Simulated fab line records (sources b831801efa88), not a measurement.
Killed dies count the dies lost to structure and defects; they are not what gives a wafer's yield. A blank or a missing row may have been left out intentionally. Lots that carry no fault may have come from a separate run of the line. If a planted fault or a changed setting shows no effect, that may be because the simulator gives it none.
2 desks, one fault ; flow gf180mcu ; numbers are kept per desk, each desk with only its own; the story behind them comes last

METROLOGY DESK
What the gauges read, lot by lot, whatever tool the lot ran on: means of the sampled wafers that have a number. Any lot whose mean is over 4 standard deviations away from the usual mean is out of limits and marked OUT; that distance is given in the brackets.
Columns: A = HV_LDD_03_OVL at GF_HV_LDD_OVL_MEAS_47, usual -0.5 nm; B = HV_LDD_CVD_56_THK at GF_HV_LDD_THK_MEAS_57, usual 90.1 nm; C = NSD_OVL at GF_NSD_OVL_MEAS_08, usual 0.0 nm; D = NSD_RS at GF_PSD_RS_MEAS_14, usual 46.10 ohm/sq
lot;first seen here;A;B;C;D
L924;day 12 10:44;-0.4;89.4;0.0;46.01
L931;day 14 13:32;-3.7;90.6;-1.0;45.93
L933;day 14 16:55;1.2;90.5;-1.2;46.11
L934;day 15 00:55;-0.7;90.9;1.0;46.15
L935;day 15 05:54;-1.1;91.5;0.2;46.07
L936;day 15 17:32;-2.7;88.7;1.2;45.89
L937;day 16 10:53;-0.4;89.2;-2.4;45.84
L938;day 16 11:14;-0.7;89.6;1.7;46.21
L943;day 18 10:11;-0.3;89.3;0.9;46.14
L945;day 18 21:50;-0.2;91.4;1.3;46.11
L946;day 19 05:35;-0.4;91.0;0.1;46.20
L947;day 19 17:23;-0.1;91.4;0.6;46.03
Result from this desk: across the 12 lots, nothing is out of limits.

THE TOOL OWNER'S DESK: implanter-02
The tool's own readings at GF_NSD_IMPLANT_09, given as means over the sampled wafers that have a number, one for each lot that went through this tool. Any lot whose mean is over 4 standard deviations away from the usual mean is out of limits and marked OUT; that distance is given in the brackets.
Columns: A = beam-energy-keV at GF_NSD_IMPLANT_09, usual 60.002; B = dose-ions-cm2 at GF_NSD_IMPLANT_09, usual 4e+15; C = tilt-deg at GF_NSD_IMPLANT_09, usual 7.000 degrees
lot;first seen here;A;B;C
L935;day 16 07:49;60.000;4e+15;7.021
L936;day 16 19:30;60.002;4e+15 (+41) OUT;7.010
L937;day 17 13:51;60.024;4e+15 (+42) OUT;7.003
L945;day 19 23:47;60.006;4e+15;7.013
This desk finds L936, L937 out of limits, L936 being first, at day 16 19:30 (dose-ions-cm2 at GF_NSD_IMPLANT_09). Within limits: L935, L945.

ALL TOGETHER
The tool owner's desk could have raised an alarm at day 16 19:30, on L936, L937.
At the metrology desk, nothing out of limits was observed.
The metrology desk has L936, L937 on record, within its limits.
The lots listed all ran GF_NSD_IMPLANT_09 on implanter-02.

WHAT THE SIMULATOR PUT IN
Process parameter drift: implanter-02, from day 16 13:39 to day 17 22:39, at GF_NSD_IMPLANT_09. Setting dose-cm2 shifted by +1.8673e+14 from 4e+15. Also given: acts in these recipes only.
Lots struck among those shown: L936, L937.
Hours from the fault's start to each desk's first reading out of limits: the tool owner's desk, 6.
